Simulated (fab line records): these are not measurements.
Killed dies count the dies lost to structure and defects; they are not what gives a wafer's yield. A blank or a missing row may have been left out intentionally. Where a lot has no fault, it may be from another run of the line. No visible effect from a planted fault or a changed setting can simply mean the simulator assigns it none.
Which of the tools did it? | flow gf180mcu | Sampling: 12 lots, 36 wafers, 2 of 602 route steps

## WHAT EACH GAUGE READ, for each wafer
GF_CONTACT_OVL_MEAS_15.
lot  | measured     | on         | CONTACT_OVL (nm)
L075 | day 16 05:46 | overlay-02 | 7 7 5
L077 | day 16 23:31 | overlay-02 | -4 -1 0
L079 | day 18 03:31 | overlay-01 | 4 7 1
L081 | day 18 22:23 | overlay-01 | 0 1 3
L083 | day 19 10:11 | overlay-02 | 2 2 -3
L085 | day 20 17:22 | overlay-02 | 1 0 1
L087 | day 21 09:46 | overlay-02 | 3 10 6
L089 | day 21 23:52 | overlay-02 | 8 11 8
L091 | day 22 15:43 | overlay-02 | 5 5 2
L093 | day 22 20:49 | overlay-02 | 4 4 3
L095 | day 23 10:32 | overlay-02 | 5 7 -6
L097 | day 24 02:37 | overlay-02 | -3 -2 -3

## TOOL THAT RAN EACH LOT (tool first, then ch and the chambers of the sampled wafers, then the start)
lot  | GF_SALICIDE_RTA_06
L075 | rtpAnneal-01 ch 0, day 15 07:17
L077 | rtpAnneal-02 ch 0, day 16 01:09
L079 | rtpAnneal-01 ch 0, day 17 03:13
L081 | rtpAnneal-01 ch 0, day 17 20:54
L083 | rtpAnneal-01 ch 0, day 18 08:42
L085 | rtpAnneal-01 ch 0, day 19 16:28
L087 | rtpAnneal-01 ch 0, day 20 08:29
L089 | rtpAnneal-02 ch 0, day 20 23:32
L091 | rtpAnneal-02 ch 0, day 21 15:49
L093 | rtpAnneal-01 ch 0, day 21 20:59
L095 | rtpAnneal-01 ch 0, day 22 10:52
L097 | rtpAnneal-01 ch 0, day 23 02:56
- GF_SALICIDE_RTA_06: time 30 s.

## THE ANSWER, worked out from the rows above alone
Rule: usual is defined by the lots themselves. The widest of any qualifying gaps counts: lots, ordered by their means at a reading, are off when they make up no more than a third of the lots, leave a main group of 4 or more, and stand apart from it by 3 or more times the standard deviation of that group's means. A main group is skipped when, at the precision printed for the reading in the tables above, its means are all equal. A lot without any number at a reading at which 4 lots or more have one is off too. Any other lot the step has rows for is counted as sound.
No lot is off at any reading shown: from this, nothing can be told.

## WHAT WAS PUT IN BY THE SIMULATOR
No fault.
